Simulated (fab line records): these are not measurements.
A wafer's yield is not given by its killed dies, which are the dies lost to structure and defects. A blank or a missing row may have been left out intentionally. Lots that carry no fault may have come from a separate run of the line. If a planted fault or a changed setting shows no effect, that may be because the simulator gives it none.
What tool caused it?	flow sky130	route of 708 steps, sampled at 1 step: 6 lots, 17 wafers

WHAT EACH GAUGE READ, for each wafer
SKY_VIA3_OVL_MEAS_13.
lot	measured	on	VIA3_OVL (nm)
L493	day 40 01:35	overlay-02	-2 1 -3
L496	day 41 00:32	overlay-01	-1 5 3
L499	day 42 08:47	overlay-01	7 5 7
L504	day 43 11:03	overlay-02	-2 -4
L511	day 44 20:32	overlay-02	-12 -5 -1
L514	day 45 18:32	overlay-01	3 0 -4

EACH LOT AND THE TOOL THAT RAN IT (in order: tool; ch and the chambers of the sampled wafers; start)
The record shows no process step preceding these readings.

THE ANSWER, worked out from the rows above alone
Rule: usual is defined by the lots themselves. The widest of any qualifying gaps counts: lots, ordered by their means at a reading, are off when they make up no more than a third of the lots, leave a main group of 4 or more, and stand apart from it by 3 or more times the standard deviation of that group's means. A main group is skipped when, at the precision printed for the reading in the tables above, its means are all equal. A lot without any number at a reading at which 4 lots or more have one is off too. Any other lot the step has rows for is counted as sound.
No lot is off at any reading shown: from this, nothing can be told.

WHAT THE SIMULATOR HAD PUT IN
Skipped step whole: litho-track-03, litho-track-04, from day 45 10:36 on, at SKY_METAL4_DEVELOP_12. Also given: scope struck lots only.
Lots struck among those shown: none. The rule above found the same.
